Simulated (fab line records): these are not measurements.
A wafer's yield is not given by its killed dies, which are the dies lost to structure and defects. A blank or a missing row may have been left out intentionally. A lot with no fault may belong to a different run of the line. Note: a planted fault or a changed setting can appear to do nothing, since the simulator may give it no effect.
What tool caused it? | flow sky130 | 12 lots, 36 wafers sampled, at 5 steps of a route of 708

WHAT EACH GAUGE READ, for each wafer
SKY_SD_N_CD_MEAS_07: target cd 380 nm.
lot  | measured     | on        | cd nm (nm)
L911 | day 27 17:03 | cd sem-02 | 377.6 377.7 376.0
L912 | day 28 05:12 | cd sem-01 | 375.8 376.1 376.0
L914 | day 29 13:47 | cd sem-02 | 380.0 379.8 379.1
L916 | day 29 18:22 | cd sem-01 | 384.1 381.4 383.4
L915 | day 29 23:36 | cd sem-02 | 381.5 379.2 380.4
L924 | day 32 11:21 | cd sem-02 | 384.0 382.4 381.4
L925 | day 32 23:02 | cd sem-02 | 378.5 379.9 379.0
L927 | day 33 10:55 | cd sem-01 | 379.0 378.6 378.1
L928 | day 33 17:58 | cd sem-02 | 380.3 380.0 380.4
L929 | day 33 22:53 | cd sem-01 | 379.5 380.2 380.8
L930 | day 34 05:30 | cd sem-01 | 378.8 381.1 381.7
L934 | day 35 10:34 | cd sem-02 | 382.3 382.9 380.9

SKY_LI_CONTACT_THK_MEAS_01.
lot  | measured     | on            | LI_CONTACT_HDPCVD_THK (nm)
L911 | day 27 18:22 | film metro-01 | 933 931 938
L912 | day 28 06:30 | film metro-01 | 950 937 948
L914 | day 29 15:07 | film metro-03 | 912 929 930
L916 | day 29 19:41 | film metro-04 | 916 928 925
L915 | day 30 00:56 | film metro-03 | 943 943 936
L924 | day 32 12:45 | film metro-01 | 937 939 941
L925 | day 33 00:21 | film metro-04 | 945 957 949
L927 | day 33 12:17 | film metro-04 | 937 936 939
L928 | day 33 19:17 | film metro-04 | 928 912 917
L929 | day 34 00:12 | film metro-01 | 904 922 911
L930 | day 34 06:49 | film metro-03 | 928 931 938
L934 | day 35 11:53 | film metro-01 | 940 945 936

SKY_LOCAL_INTERCONNECT_THK_MEAS_02: measures by xrf.
lot  | measured     | on            | LOCAL_INTERCONNECT_TIN_THK (nm)
L911 | day 29 01:00 | film metro-01 | 101.2 100.9 100.6
L912 | day 29 13:34 | film metro-02 | 103.2 103.2 104.1
L914 | day 30 21:00 | film metro-03 | 104.9 103.0 103.7
L916 | day 31 01:07 | film metro-01 | 100.8 101.2 100.4
L915 | day 31 07:26 | film metro-01 | 102.8 102.8 103.5
L924 | day 33 18:00 | film metro-02 | 101.2 100.5 100.5
L925 | day 34 05:24 | film metro-03 | 103.5 104.0 102.9
L927 | day 34 16:18 | film metro-03 | 104.4 103.2 103.1
L928 | day 34 23:32 | film metro-01 | 101.8 102.2 102.1
L929 | day 35 03:35 | film metro-02 | 101.8 101.4 100.9
L930 | day 35 11:18 | film metro-02 | 101.9 101.7 102.3
L934 | day 36 15:35 | film metro-03 | 101.8 101.2 101.6

TOOL THAT RAN EACH LOT (tool first, then ch and the chambers of the sampled wafers, then the start)
lot  | SKY_LI_CONTACT_ETCH_14             | SKY_LI_CONTACT_STRIP_16
L911 | rie diel-01 ch 0,3, day 28 23:38   | plasma asher-04 ch 0,1, day 28 23:48
L912 | rie diel-04 ch 0,1,3, day 29 12:01 | plasma asher-03 ch 0,1, day 29 12:11
L914 | rie diel-01 ch 0,1,2, day 30 19:38 | plasma asher-03 ch 1, day 30 19:45
L916 | rie diel-01 ch 0,1, day 30 23:34   | plasma asher-04 ch 0,1, day 30 23:43
L915 | rie diel-02 ch 0,1, day 31 06:01   | plasma asher-01 ch 0,1, day 31 06:13
L924 | rie diel-02 ch 0,1,3, day 33 16:38 | plasma asher-04 ch 1, day 33 16:46
L925 | rie diel-02 ch 1,2,3, day 34 03:40 | plasma asher-01 ch 0,1, day 34 03:48
L927 | rie diel-04 ch 0,1,3, day 34 14:58 | plasma asher-01 ch 0,1, day 34 15:05
L928 | rie diel-01 ch 0,2,3, day 34 22:10 | plasma asher-04 ch 0,1, day 34 22:18
L929 | rie diel-01 ch 0,1,3, day 35 02:13 | plasma asher-03 ch 0,1, day 35 02:20
L930 | rie diel-04 ch 1,2, day 35 09:55   | plasma asher-03 ch 1, day 35 10:02
L934 | rie diel-01 ch 0,1,2, day 36 14:14 | plasma asher-04 ch 0,1, day 36 14:22
- SKY_LI_CONTACT_ETCH_14: etches BARC in N2/H2, stops on SiO2, time 45.9 s, target depth 60 nm.
- SKY_LI_CONTACT_STRIP_16: strips in O2/N2.

AS READ BY THE TOOLS THEMSELVES (means over the sampled wafers that have a number; for cases with no such wafer, the mark the record gives instead)
SKY_LI_CONTACT_ETCH_14.
lot  | tool        | drypump motor current A (A) | oes product au (a.u.) | run length s (s) | throttle valve pct (%)
L911 | rie diel-01 | 5.2                         | 0.860                 | 74.1             | 13.231
L912 | rie diel-04 | 5.6                         | 0.851                 | 73.9             | 13.230
L914 | rie diel-01 | 6.0                         | 0.858                 | 74.4             | 13.226
L916 | rie diel-01 | 6.0                         | 0.858                 | 74.4             | 13.228
L915 | rie diel-02 | 5.1                         | 0.855                 | 74.3             | 13.226
L924 | rie diel-02 | 5.1                         | 0.778                 | 88.5             | 13.224
L925 | rie diel-02 | 5.3                         | 0.783                 | 88.8             | 13.225
L927 | rie diel-04 | 5.6                         | 0.857                 | 74.0             | 13.226
L928 | rie diel-01 | 5.6                         | 0.850                 | 74.2             | 13.225
L929 | rie diel-01 | 5.6                         | 0.856                 | 74.4             | 13.228
L930 | rie diel-04 | 5.6                         | 0.860                 | 74.4             | 13.242
L934 | rie diel-01 | 6.0                         | 0.854                 | 74.5             | 13.222

SKY_LI_CONTACT_STRIP_16.
lot  | tool            | drypump motor current A (A) | oes product au (a.u.) | strip time to endpoint s (s)
L911 | plasma asher-04 | 5.28                        | 0.376                 | 3.493
L912 | plasma asher-03 | 5.67                        | 0.373                 | 3.486
L914 | plasma asher-03 | 5.71                        | 0.381                 | 3.527
L916 | plasma asher-04 | 5.19                        | 0.376                 | 3.522
L915 | plasma asher-01 | 5.07                        | 0.374                 | 3.474
L924 | plasma asher-04 | 5.37                        | 0.370                 | 3.378
L925 | plasma asher-01 | 5.06                        | 0.374                 | 3.338
L927 | plasma asher-01 | 5.06                        | 0.373                 | 3.523
L928 | plasma asher-04 | 5.27                        | 0.376                 | 3.536
L929 | plasma asher-03 | 5.64                        | 0.379                 | 3.538
L930 | plasma asher-03 | 5.71                        | 0.377                 | 3.469
L934 | plasma asher-04 | 5.20                        | 0.381                 | 3.503

THE ANSWER, worked out from the rows above alone
Rule: usual is defined by the lots themselves. The widest of any qualifying gaps counts: lots, ordered by their means at a reading, are off when they make up no more than a third of the lots, leave a main group of 4 or more, and stand apart from it by 3 or more times the standard deviation of that group's means. A main group whose means are all the same, to the digits that the tables above print for the reading, isn't used. Also off: a lot with no number at a reading for which 4 or more lots have one. Where the step has rows for the other lots, those lots are counted as sound. After the gauges, taken in route order, come the tools' own readings; for these a lot's mean is taken, as printed above. At the first step where some lot is off, the reading lying furthest off is the one used; lots without a number count as furthest.
Off, at SKY_LI_CONTACT_ETCH_14 on run length s: L924, L925. For the main group the mean is 74.3 s and the standard deviation 0.19.
A tool fits if, at that step or a process step before it, it ran every lot that is off, and no sound lot after the first of them. One fits: rie diel-02 at SKY_LI_CONTACT_ETCH_14. Its last sound lot is L915 (day 31 06:01), its first lot that is off L924 (day 33 16:38): a fault that began between those two fits.
The tool's own readings at SKY_LI_CONTACT_ETCH_14 bear it out: on the lots that are off they differ by more than 5 times the standard deviation of the sound lots' means. oes product au reads 0.780 a.u. there against 0.856 a.u. on the sound lots; run length s reads 88.7 s there against 74.3 s on the sound lots.

WHAT THE SIMULATOR HAD PUT IN
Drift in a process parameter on rie diel-02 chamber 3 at SKY_LI_CONTACT_ETCH_14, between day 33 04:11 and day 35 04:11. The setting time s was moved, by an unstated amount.
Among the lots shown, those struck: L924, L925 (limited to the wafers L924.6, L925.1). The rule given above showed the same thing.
